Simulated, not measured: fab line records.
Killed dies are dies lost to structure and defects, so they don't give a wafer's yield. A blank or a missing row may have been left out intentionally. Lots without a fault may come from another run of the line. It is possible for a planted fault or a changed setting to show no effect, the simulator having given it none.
Comparing a struck lot with a sound one :: flow sky130 :: 35 out of 708 route steps
Sound: the wafers L634.1, L634.2, L634.6. Struck: wafers L639.1, L639.5, L639.6. At the end, the cause is stated.
Per side, at each step with rows, come the tool, then ch with its chambers, and then its first start. Under that, the readings that differ: sound wafers :: struck wafers :: difference of the means :: sigmas: that difference in standard deviations of wafers without a fault.
alike: readings whose means differ by less than 2 such deviations, and words and numbers that are the same on both sides. not compared: withheld readings, readings that some wafer has no value for, bounds like >300 that may hide the same value, and numbers for which the record gives no deviation and whose values overlap.
The two part at a step that has a row with sigmas, a row that says differs or no value, or rows on one side only. Numbers that don't overlap but have no deviation are shown without sigmas and don't part them. A reading missing from all wafers of one side parts the sides only when that side holds two or more wafers.

SKY_SD_P_CD_MEAS_07: the cd target is 380 nm.
  struck on cdSem-02, day 27 08:55; sound on cdSem-01, day 27 03:35
  alike: cdNm
SKY_SD_P_OVL_MEAS_08:
  struck on overlay-01, day 27 09:02; sound on overlay-02, day 27 03:43
  alike: SD_P_OVL
next, for these wafers, 1 step has no rows: SKY_SD_P_IMPLANT_09.
SKY_SD_P_STRIP_10: strips in O2/N2.
  sound on plasmaAsher-04 ch 0,1, day 27 03:54; struck on plasmaAsher-02 ch 0,1, day 27 09:13
  alike: drypumpMotorCurrentA, oesProductAu, stripTimeToEndpointS
  not compared: rfHoursCounterH
SKY_SD_P_TW_MEAS_11:
  struck on filmMetro-02, day 27 09:19; sound on filmMetro-02, day 27 04:00
  alike: SD_P_TW
then, 7 steps without rows for these wafers: SKY_RES_XHIGH_DEHYDRATE_00 (time 60 s); SKY_RES_XHIGH_HMDS_01 (prime time 60 s); SKY_RES_XHIGH_COAT_02 (resist thk 1140 nm); SKY_RES_XHIGH_SOFTBAKE_03 (time 60 s); SKY_RES_XHIGH_EXPOSE_04 (exposes mask URPM, target cd 1270 nm); SKY_RES_XHIGH_PEB_05; SKY_RES_XHIGH_DEVELOP_06 (develop time 60 s).
SKY_RES_XHIGH_IMPLANT_07:
  sound on implanter-03 ch 0, day 28 07:28; struck on implanter-01 ch 0, day 28 13:37
reading: beamOnS (s)
sound: 39.3 36.6 38.3
struck: 32.8 33.3 33.4
difference: -4.9
sigmas: -4

reading: doseIonsCm2
sound: 3.598e+14 3.6e+14 3.598e+14
struck: 3.086e+14 3.085e+14 3.08e+14
difference: -5.150e+13
sigmas: -99 or more
SKY_RES_XHIGH_STRIP_08: strips in O2/N2.
  sound on plasmaAsher-03 ch 0,1, day 28 07:37; struck on plasmaAsher-03 ch 0,1, day 28 13:46
  alike: drypumpMotorCurrentA, oesProductAu, stripTimeToEndpointS
  not compared: rfHoursCounterH
SKY_RES_XHIGH_TW_MEAS_09:
  struck on filmMetro-02, day 28 13:52; sound on filmMetro-01, day 28 07:43
  alike: RES_XHIGH_TW
then, 7 steps without rows for these wafers: SKY_SD_N_DEHYDRATE_00 (time 60 s); SKY_SD_N_HMDS_01 (prime time 60 s); SKY_SD_N_COAT_02 (resist thk 1140 nm); SKY_SD_N_SOFTBAKE_03 (time 60 s); SKY_SD_N_EXPOSE_04 (exposes mask NSDM, target cd 380 nm); SKY_SD_N_PEB_05; SKY_SD_N_DEVELOP_06 (develop time 60 s).
SKY_SD_N_CD_MEAS_07: the cd target is 380 nm.
  struck on cdSem-02, day 29 17:18; sound on cdSem-02, day 29 12:06
  alike: cdNm
SKY_SD_N_OVL_MEAS_08:
  struck on overlay-02, day 29 17:25; sound on overlay-02, day 29 12:13
  alike: SD_N_OVL
then, 2 steps without rows for these wafers: SKY_SD_N_IMPLANT_09; SKY_SD_N_IMPLANT_10.
SKY_SD_N_STRIP_11: strips in O2/N2.
  sound on plasmaAsher-04 ch 0,1, day 29 12:34; struck on plasmaAsher-03 ch 0,1, day 29 17:46
  alike: drypumpMotorCurrentA, oesProductAu, stripTimeToEndpointS
  not compared: rfHoursCounterH
SKY_SD_N_TW_MEAS_12:
  struck on filmMetro-02, day 29 17:52; sound on filmMetro-02, day 29 12:40
  alike: SD_N_TW
then, 1 step without rows for these wafers: SKY_SD_N_CLEAN_13 (cleans in SC1/SC2, time 150 s).
SKY_SD_N_RTA_14: time 2 s.
  sound on rtpAnneal-02 ch 0, day 29 12:46; struck on rtpAnneal-01 ch 0, day 29 17:58
  alike: lampPowerPct, wafer_temp_C_max
SKY_SD_N_RS_MEAS_16: uses a four-point probe to measure.
  struck on filmMetro-02, day 29 18:08; sound on filmMetro-04, day 29 12:56
  alike: SD_N_RS
SKY_SD_N_RS_MEAS_17: uses a four-point probe to measure.
  struck on filmMetro-02, day 29 18:16; sound on filmMetro-04, day 29 13:04
  alike: SD_P_RS
SKY_SD_N_RS_MEAS_18: uses a four-point probe to measure.
  struck on filmMetro-02, day 29 18:23; sound on filmMetro-04, day 29 13:11
reading: RES_XHIGH_RS (ohm/sq)
sound: 334.0 333.2 334.2
struck: 376.1 377.2 375.2
difference: +42.4
sigmas: +35
then, 1 step without rows for these wafers: SKY_SALICIDE_CLEAN_00 (cleans in HF-last, time 30 s).
-- the record jumps here: 18 days lie between the struck wafers' starts before and after (it left off in module SALICIDE and takes up again in module PAD_OPEN, whose first step shown is number 708 of the route) --
SKY_PAD_OPEN_PROBE_99:
  struck on prober-01, day 47 07:22; sound on prober-02, day 47 02:42
reading: killedAtOther
sound: 0 0 0
struck: 0 0 7
difference: +2
sigmas: +3

reading: model.etest.resXhighPo.lineOhmUm
sound: 6170 6136 6044
struck: 7537 8156 7948
difference: +1764
sigmas: 

reading: model.etest.resXhighPo.rsOhmSq
sound: 2144 2131 2104
struck: 2643 2750 2764
difference: +593
sigmas: 
  alike: killed_at_M0_to_M3, killed_at_M4_up, killedAtContacts, killedAtFrontEnd, killedDies, killedOpen, killedShort

WHERE THEY PART
First at SKY_RES_XHIGH_IMPLANT_07; last, within this record, at SKY_PAD_OPEN_PROBE_99.

WHY: whatever the simulator had introduced
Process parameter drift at SKY_RES_XHIGH_IMPLANT_07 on implanter-01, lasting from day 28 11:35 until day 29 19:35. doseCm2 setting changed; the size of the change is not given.
